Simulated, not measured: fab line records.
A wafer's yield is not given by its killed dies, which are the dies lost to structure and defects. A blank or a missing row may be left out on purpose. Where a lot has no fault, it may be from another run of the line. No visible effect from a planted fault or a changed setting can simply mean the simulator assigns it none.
fab line records | flow sky130
[record] lots = 13 | wafers = 38 | lastDay = 50
route steps=708 shown PWDE@52 VT_ADJUST_HVTR@142 SONOS_TUNNEL@158 GATE_OXIDE@189
lots untouched by any fault: they come from a run of this same line in which no faults occurred
startH: hours from the record's first day to the start of the lot's first wafer shown | waitH: hours from the lot's prior step to this one | " unchanged from the row above | L1.1+2: one row covering several wafers at once | - no value, or no start given | * or withheld: withheld | < > ~ a bound
route shown NAME@n: NAME is a module with steps in the file, n the number in the route of the first one | usual: the fault-free wafers' mean and standard deviation | same: alike in all rows | chamber/n: place in a boat | sites: each site's reading | _std_site: the standard deviation of these | _edge_site: inner sites' mean taken away from outer sites' mean | radiusMm: how far each site lies from the wafer's centre | mask NAME#n: copy n | behind: the last tool/chamber to shape the wafer | hold: the reason the lot was held/the length of the hold in hours/how it ended | device: whichever transistor did not switch (one of n, p or np) | end of line: tests run on the same wafers once the route is complete | a step given without rows: its recipe and nothing more | killed: not the wafer's yield, but the dies lost to structure and defects at the first sort | map: a wafer's dies, marking killed ones x, the rest . and places with no die _
set.NAME: the setting the step ran with; set.NAME@STEP: the setting that earlier step ran with | model.NAME: the simulator's own value behind a step, which no gauge read
steps of the route over a sample of lots; a table a step, a row a wafer
services: a tool's chamber out of use, with start hour (startH, from the record's first day; less than 0 if before it), hours out, and reason
[[steps]]
[step SKY_PWDE_OVL_MEAS_07]
[usual] PWDE_OVL = 0.0/1.6
lot.wafer | tool       | chamber | startH | waitH | PWDE_OVL[nm]
L395.1    | overlay-02 | -       | 65.06  | -     | 0.3
L395.2    | "          | -       | "      | "     | 1.1
L395.3    | "          | -       | "      | "     | 0.0
L396.1    | overlay-01 | -       | 73.40  | -     | -0.4
L396.2    | "          | -       | "      | "     | -0.9
L396.5    | "          | -       | "      | "     | 0.9
L398.2    | overlay-02 | -       | 86.98  | -     | 1.5
L398.3    | "          | -       | "      | "     | 0.5
L398.5    | "          | -       | "      | "     | 0.4
L399.2    | overlay-02 | -       | 107.88 | -     | 2.4
L399.3    | "          | -       | "      | "     | 3.3
L399.5    | "          | -       | "      | "     | 2.6
L400.4    | overlay-01 | -       | 108.92 | -     | -0.8
L400.5    | "          | -       | "      | "     | -0.5
L400.6    | "          | -       | "      | "     | -0.2
L402.2    | overlay-01 | -       | 114.23 | -     | -0.7
L402.4    | "          | -       | "      | "     | -0.2
L402.5    | "          | -       | "      | "     | -0.6
L403.2    | overlay-02 | -       | 114.76 | -     | 0.7
L403.3    | "          | -       | "      | "     | 1.6
L403.6    | "          | -       | "      | "     | 0.0
L404.3    | overlay-01 | -       | 118.38 | -     | 0.4
L404.4    | "          | -       | "      | "     | 0.4
L404.5    | "          | -       | "      | "     | 2.2
L405.1    | overlay-01 | -       | 122.26 | -     | 0.2
L405.4    | "          | -       | "      | "     | 0.4
L405.5    | "          | -       | "      | "     | -0.2
L407.2    | overlay-02 | -       | 138.23 | -     | -0.4
L407.3    | "          | -       | "      | "     | -0.8
L407.5    | "          | -       | "      | "     | 0.4
L410.3    | overlay-01 | -       | 153.76 | -     | -1.2
L410.4    | "          | -       | "      | "     | 1.6
L417.1    | overlay-01 | -       | 193.76 | -     | -3.1
L417.3    | "          | -       | "      | "     | -3.2
L417.4    | "          | -       | "      | "     | -3.2
L418.2    | overlay-02 | -       | 202.11 | -     | -2.7
L418.3    | "          | -       | "      | "     | -0.7
L418.4    | "          | -       | "      | "     | -2.9
[step SKY_VT_ADJUST_HVTR_TW_MEAS_11]
[usual] VT_ADJUST_HVTR_TW = 211.6/1.8
lot.wafer | tool         | chamber | startH | waitH | VT_ADJUST_HVTR_TW
L395.1    | filmMetro-04 | -       | 201.22 | 0.1   | 209.7
L395.2    | "            | -       | "      | "     | 209.9
L395.3    | "            | -       | "      | "     | 210.6
L396.1    | filmMetro-03 | -       | 215.00 | 0.1   | 213.5
L396.2    | "            | -       | "      | "     | 212.6
L396.5    | "            | -       | "      | "     | 212.1
L398.2    | filmMetro-04 | -       | 233.18 | 0.1   | 209.1
L398.3    | "            | -       | "      | "     | 210.8
L398.5    | "            | -       | "      | "     | 209.4
L399.2    | filmMetro-03 | -       | 257.18 | 0.1   | 213.3
L399.3    | "            | -       | "      | "     | 212.5
L399.5    | "            | -       | "      | "     | 212.0
L400.4    | filmMetro-01 | -       | 261.24 | 0.1   | 212.2
L400.5    | "            | -       | "      | "     | 213.5
L400.6    | "            | -       | "      | "     | 213.2
L402.2    | filmMetro-01 | -       | 268.97 | 0.1   | 213.1
L402.4    | "            | -       | "      | "     | 212.3
L402.5    | "            | -       | "      | "     | 212.5
L403.2    | filmMetro-04 | -       | 269.09 | 0.1   | 208.8
L403.3    | "            | -       | "      | "     | 209.5
L403.6    | "            | -       | "      | "     | 209.5
L404.3    | filmMetro-03 | -       | 275.18 | 0.1   | 211.5
L404.4    | "            | -       | "      | "     | 212.0
L404.5    | "            | -       | "      | "     | 211.4
L405.1    | filmMetro-03 | -       | 277.28 | 0.1   | 210.0
L405.4    | "            | -       | "      | "     | 210.9
L405.5    | "            | -       | "      | "     | 212.1
L407.2    | filmMetro-01 | -       | 297.22 | 0.1   | 212.6
L407.3    | "            | -       | "      | "     | 213.7
L407.5    | "            | -       | "      | "     | 214.7
L410.3    | filmMetro-04 | -       | 318.88 | 0.1   | 209.8
L410.4    | "            | -       | "      | "     | 209.0
L417.1    | filmMetro-04 | -       | 370.57 | 0.1   | 209.3
L417.3    | "            | -       | "      | "     | 209.0
L417.4    | "            | -       | "      | "     | 208.9
L418.2    | filmMetro-03 | -       | 379.23 | 0.1   | 211.9
L418.3    | "            | -       | "      | "     | 211.4
L418.4    | "            | -       | "      | "     | 212.0
[step SKY_SONOS_TUNNEL_EXPOSE_04]
[recipe] maskId = TUNM | na = 0.6 | sourceShape = conventional | sigmaOuter = 0.6 | polarization = unpolarized | targetCdNm = 410 | doseMj = 136
lot.wafer  | tool            | chamber | startH | waitH | mask
L395.1+2+3 | ilineStepper-01 | 0       | 236.18 | -     | TUNM#0
L396.1+2+5 | ilineStepper-01 | 0       | 250.05 | -     | TUNM#0
L398.2+3+5 | ilineStepper-01 | 0       | 268.40 | -     | TUNM#0
L399.2+3+5 | ilineStepper-01 | 0       | 294.25 | -     | TUNM#0
L400.4+5+6 | ilineStepper-01 | 0       | 298.28 | -     | TUNM#0
L402.2+4+5 | ilineStepper-01 | 0       | 306.94 | -     | TUNM#0
L403.2+3+6 | ilineStepper-01 | 0       | 307.07 | -     | TUNM#0
L404.3+4+5 | ilineStepper-02 | 0       | 313.49 | -     | TUNM#0
L405.1+4+5 | ilineStepper-01 | 0       | 314.70 | -     | TUNM#0
L407.2+3+5 | ilineStepper-01 | 0       | 335.92 | -     | TUNM#0
L410.3+4   | ilineStepper-01 | 0       | 360.36 | -     | TUNM#0
L417.1+3+4 | ilineStepper-01 | 0       | 414.60 | -     | TUNM#0
L418.2+3+4 | ilineStepper-02 | 0       | 423.12 | -     | TUNM#0
[step SKY_SONOS_TUNNEL_CD_MEAS_07]
[recipe] targetCdNm = 410
[usual] cdNm = 410.1/2.5
lot.wafer | tool     | chamber | startH | waitH | cdNm
L395.1    | cdSem-01 | -       | 247.46 | 0.1   | 409.0
L395.2    | "        | -       | "      | "     | 409.2
L395.3    | "        | -       | "      | "     | 409.6
L396.1    | cdSem-01 | -       | 261.72 | 0.1   | 411.7
L396.2    | "        | -       | "      | "     | 410.4
L396.5    | "        | -       | "      | "     | 411.7
L398.2    | cdSem-02 | -       | 279.98 | 0.1   | 409.7
L398.3    | "        | -       | "      | "     | 410.5
L398.5    | "        | -       | "      | "     | 408.2
L399.2    | cdSem-01 | -       | 307.12 | 0.1   | 412.4
L399.3    | "        | -       | "      | "     | 411.5
L399.5    | "        | -       | "      | "     | 413.8
L400.4    | cdSem-01 | -       | 310.82 | 0.1   | 411.0
L400.5    | "        | -       | "      | "     | 407.4
L400.6    | "        | -       | "      | "     | 410.5
L402.2    | cdSem-01 | -       | 320.02 | 0.1   | 408.0
L402.4    | "        | -       | "      | "     | 408.6
L402.5    | "        | -       | "      | "     | 405.2
L403.2    | cdSem-02 | -       | 320.32 | 0.1   | 407.4
L403.3    | "        | -       | "      | "     | 405.8
L403.6    | "        | -       | "      | "     | 406.8
L404.3    | cdSem-01 | -       | 325.94 | 0.1   | 411.6
L404.4    | "        | -       | "      | "     | 409.1
L404.5    | "        | -       | "      | "     | 411.7
L405.1    | cdSem-02 | -       | 328.10 | 0.1   | 408.6
L405.4    | "        | -       | "      | "     | 410.1
L405.5    | "        | -       | "      | "     | 409.5
L407.2    | cdSem-02 | -       | 349.28 | 0.1   | 407.1
L407.3    | "        | -       | "      | "     | 406.9
L407.5    | "        | -       | "      | "     | 406.7
L410.3    | cdSem-01 | -       | 374.30 | 0.1   | 419.9
L410.4    | "        | -       | "      | "     | 412.0
L417.1    | cdSem-01 | -       | 429.86 | 0.1   | 410.1
L417.3    | "        | -       | "      | "     | 410.7
L417.4    | "        | -       | "      | "     | 409.1
L418.2    | cdSem-02 | -       | 438.57 | 0.1   | 408.5
L418.3    | "        | -       | "      | "     | 412.7
L418.4    | "        | -       | "      | "     | 408.5
[step SKY_GATE_OXIDE_THK_MEAS_02]
[recipe] reads = SiO2_of_GATE_OXIDE_OXIDATION_01
[usual] GATE_OXIDE_OXIDATION_00_THK = 10.34/0.22
lot.wafer | tool         | chamber | startH | waitH | GATE_OXIDE_OXIDATION_00_THK[nm]
L395.1    | filmMetro-01 | -       | 281.59 | 0.0   | 10.46
L395.2    | "            | -       | "      | "     | 10.40
L395.3    | "            | -       | "      | "     | 10.28
L396.1    | filmMetro-04 | -       | 299.88 | 0.0   | 10.45
L396.2    | "            | -       | "      | "     | 10.36
L396.5    | "            | -       | "      | "     | 10.34
L398.2    | filmMetro-04 | -       | 314.61 | 0.0   | 10.28
L398.3    | "            | -       | "      | "     | 10.24
L398.5    | "            | -       | "      | "     | 10.45
L399.2    | filmMetro-01 | -       | 341.35 | 0.0   | 10.40
L399.3    | "            | -       | "      | "     | 10.44
L399.5    | "            | -       | "      | "     | 10.54
L400.4    | filmMetro-04 | -       | 345.82 | 0.0   | 10.39
L400.5    | "            | -       | "      | "     | 10.44
L400.6    | "            | -       | "      | "     | 10.32
L403.2    | filmMetro-04 | -       | 355.32 | 0.0   | 10.51
L403.3    | "            | -       | "      | "     | 10.56
L403.6    | "            | -       | "      | "     | 10.57
L402.2    | filmMetro-04 | -       | 356.65 | 0.0   | 10.54
L402.4    | "            | -       | "      | "     | 10.73
L402.5    | "            | -       | "      | "     | 10.73
L404.3    | filmMetro-04 | -       | 361.04 | 0.0   | 10.32
L404.4    | "            | -       | "      | "     | 10.39
L404.5    | "            | -       | "      | "     | 10.20
L405.1    | filmMetro-04 | -       | 363.16 | 0.0   | 9.90
L405.4    | "            | -       | "      | "     | 9.90
L405.5    | "            | -       | "      | "     | 9.82
L407.2    | filmMetro-04 | -       | 386.18 | 0.0   | 10.51
L407.3    | "            | -       | "      | "     | 10.35
L407.5    | "            | -       | "      | "     | 10.24
L410.3    | filmMetro-04 | -       | 409.96 | 0.0   | 10.00
L410.4    | "            | -       | "      | "     | 9.94
L417.1    | filmMetro-04 | -       | 470.53 | 0.0   | 10.20
L417.3    | "            | -       | "      | "     | 10.14
L417.4    | "            | -       | "      | "     | 10.22
L418.2    | filmMetro-04 | -       | 475.99 | 0.0   | 10.32
L418.3    | "            | -       | "      | "     | 10.23
L418.4    | "            | -       | "      | "     | 10.32
[[services]]
tool            | chamber | startH | hours | kind
ilineStepper-02 | -       | 274.02 | 1.7   | pm
ilineStepper-02 | -       | 289.23 | 14.2  | repair
ilineStepper-01 | -       | 327.72 | 0.5   | repair
ilineStepper-01 | -       | 348.49 | 1.7   | pm
ilineStepper-02 | -       | 359.69 | 11.1  | repair
[[key]]
[firstSign] step = SKY_SONOS_TUNNEL_CD_MEAS_07 | reading = cdNm | direction = up | sigmas = 3.9 | usual = 410.1 | struck = 419.9
effect none on later readings
metAt SKY_SONOS_TUNNEL_EXPOSE_04
struckLots L410
struckWafers L410.3
testerLeftOut L410
notActingAt SKY_PWDE_OVL_MEAS_07,SKY_VT_ADJUST_HVTR_TW_MEAS_11,SKY_GATE_OXIDE_THK_MEAS_02
onsetBetween 335.92 360.36
[fault] kind = processParameterDrift | tool = ilineStepper-01 | chamber = - | onsetH = 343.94 | steps = SKY_SONOS_TUNNEL_EXPOSE_04 | channel = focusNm | offset = 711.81 | shape = step | endH = 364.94 | scope = struckWafersOnly
// testerLeftOut: of these lots the tester's yield and bins aren't shown, on N5 and GAA mostly nor the transistor test; their killed dies are dies lost to structure and defects alone, not to doping, threshold or leakage, so they don't give the yield
